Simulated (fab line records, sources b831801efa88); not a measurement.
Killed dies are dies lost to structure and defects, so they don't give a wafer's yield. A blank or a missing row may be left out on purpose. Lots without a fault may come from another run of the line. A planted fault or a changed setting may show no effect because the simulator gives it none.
Problem report in the 8D (eight disciplines) form, filled by code | flow sky130 | the parts of the form that need people (team, actions taken, sign-off) are left out

1. THE PROBLEM
VT_ADJUST_LVTN_2_TW at SKY_VT_ADJUST_LVTN_TW_MEAS_21 reads a mean of 221.8 on 6 wafers of 2 lots; wafers without a fault read 189.3 with a standard deviation of 1.3. That is +25 standard deviations from the usual mean.
First seen on wafer L183.1, day 13 23:20, on film_metro-04. The record holds 36 wafers of 12 lots with a number at this step. Rule for "out", or "out of limits": more than 4 standard deviations from the usual mean. The other wafers with a number count as sound.

2. WHAT IT IS AND WHAT IT IS NOT
question                    | is                           | is not
which readings at this step | VT_ADJUST_LVTN_2_TW          | -
which lots                  | L183, L184                   | L163, L165, L166, L168, L170, L172, L173, L175, L182, L186
which wafers of those lots  | all that have a number       | -
read on which gauges        | film_metro-01, film_metro-04 | film_metro-02
when                        | from day 13 23:20            | up to then (27 sound wafers); but 3 sound wafers of L186 came after

3. SUSPECTS, AND WHAT RULES EACH OUT
Counting: a tool at a process step up to the reading stays a suspect if it ran every lot that is out and no sound lot after the first of them.
- the gauge at SKY_VT_ADJUST_LVTN_TW_MEAS_21: ruled out. The wafers that are out were read on 2 gauges (film_metro-01, film_metro-04).
- implanter-01 at SKY_VT_ADJUST_LVTN_IMPLANT_19: kept. It ran every lot that is out, first L183 (day 13 23:05), and no sound lot after that; its last sound lot up to then is L175 (day 11 05:45). Its own readings are out on those wafers: dose_ions_cm2, faraday_current_uA.
Left after counting: implanter-01 at SKY_VT_ADJUST_LVTN_IMPLANT_19.

4. THE CAUSE (what the simulator had put in)
Process parameter drift: implanter-01, from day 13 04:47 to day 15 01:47, at SKY_VT_ADJUST_LVTN_IMPLANT_19. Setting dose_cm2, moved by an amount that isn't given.
Counting left only this tool.

5. THE CHAIN OF EFFECTS, in route order
Each row: a reading whose mean over the struck wafers that have a number lies more than 3 standard deviations from the usual. Only readings for which the record gives a usual standard deviation are gone through. hours: the time from each lot's start at the first step in this table that gives one to its start at this step, as a median over the lots. sigmas: the change in usual standard deviations.
hours | step                          | reading             | usual     | on struck wafers | change     | sigmas
0     | SKY_VT_ADJUST_LVTN_IMPLANT_19 | dose_ions_cm2       | 6.501e+11 | 1.128e+12        | +4.775e+11 | +99 or more
0     | SKY_VT_ADJUST_LVTN_IMPLANT_19 | faraday_current_uA  | 3.66      | 6.32             | +2.66      | +38
0     | SKY_VT_ADJUST_LVTN_TW_MEAS_21 | VT_ADJUST_LVTN_2_TW | 189.3     | 221.8            | +32.5      | +25
The process steps in it:
- SKY_VT_ADJUST_LVTN_IMPLANT_19
Later measuring or inspecting steps at which every struck wafer that the step has a row for has a number for every such reading, and none has moved that far: SKY_VT_ADJUST_HVTR_CD_MEAS_07.

6. WHAT WOULD HAVE CAUGHT IT SOONER
In this record the first reading out of limits at a measuring or inspecting step was taken at day 13 23:20, 19 hours after the fault began at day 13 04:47.
The tool's own readings at SKY_VT_ADJUST_LVTN_IMPLANT_19 were out on every struck wafer that the step has a row for (dose_ions_cm2, faraday_current_uA): an alarm limit on them would have fired on the first of those.
Of the lots that are out (2), L184 began SKY_VT_ADJUST_LVTN_IMPLANT_19 on implanter-01 after day 13 23:20. A hold on the tool at that time would have spared it.
